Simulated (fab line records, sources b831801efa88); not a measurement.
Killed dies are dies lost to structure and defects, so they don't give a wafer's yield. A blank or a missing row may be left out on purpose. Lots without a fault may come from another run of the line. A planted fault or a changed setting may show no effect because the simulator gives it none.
Chamber matching | flow gf180mcu | GF_CONTACT_CMP_27 on cmp-02: 4 sister chambers
The step polishes, stops on SiO2, t overpolish 15 s, target thk 0 nm. 14 wafers are shown with their chamber, then 6 later ones without.

WAFERS WITH THEIR CHAMBER
wafer  | chamber | motor_current_A (A) | time_to_endpoint_s (s) | platen_rpm (rpm)
L258.2 | 2       | 13.4                | 76                     | 60.03
L258.4 | 0       | 11.5                | 75                     | 60.00
L258.5 | 1       | 13.3                | 70                     | 60.00
L260.2 | 3       | 9.8                 | 67                     | 59.96
L260.4 | 0       | 11.0                | 72                     | 60.03
L260.5 | 1       | 12.7                | 72                     | 60.03
L265.1 | 2       | 13.8                | 77                     | 60.06
L265.3 | 0       | 11.6                | 76                     | 60.05
L265.5 | 3       | 9.3                 | 71                     | 60.05
L268.1 | 0       | 11.2                | 75                     | 59.93
L268.4 | 2       | 13.4                | 78                     | 59.97
L268.6 | 1       | 12.3                | 74                     | 59.98
L271.1 | 2       | 13.8                | 75                     | 59.96
L271.4 | 3       | 9.8                 | 68                     | 59.99

SIGNATURES (means of the wafers above)
reading            | chamber 0 | chamber 1 | chamber 2 | chamber 3 | scatter within a chamber
motor_current_A    | 11.325    | 12.767    | 13.600    | 9.633     | 0.326
time_to_endpoint_s | 74.50     | 72.00     | 76.50     | 68.67     | 1.75
platen_rpm         | 60.0025   | 60.0033   | 60.0050   | 60.0000   | 0.0454
Rule: a wafer's distance from a chamber is the root of the sum, over the readings, of the square of ((its reading less the chamber's mean) divided by the reading's scatter). The wafer belongs to the nearest chamber; if the next one is less than 2 further off, it can't be placed. The scatter: the root of (the sum of the squares of (reading less its chamber's mean) over the shown wafers, divided by (wafers less chambers)).

WAFERS WITHOUT THEIR CHAMBER
wafer  | motor_current_A (A) | time_to_endpoint_s (s) | platen_rpm (rpm)
L271.6 | 11.8                | 74                     | 60.02
L274.3 | 10.0                | 71                     | 59.93
L274.5 | 11.2                | 75                     | 60.11
L279.3 | 13.1                | 80                     | 60.02
L279.4 | 12.4                | 73                     | 59.96
L279.6 | 13.9                | 75                     | 59.97

WHICH CHAMBER EACH WENT THROUGH
wafer  | from the rows above     | in truth
L271.6 | can't be placed: 0 or 1 | 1
L274.3 | 3                       | 3
L274.5 | 0                       | 0
L279.3 | 2                       | 2
L279.4 | can't be placed: 1 or 0 | 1
L279.6 | 2                       | 2
Placed correctly: 4 of 6. Can't be placed from these rows: 2 (the true chamber is among the candidates in 2). Placed wrongly: 0.
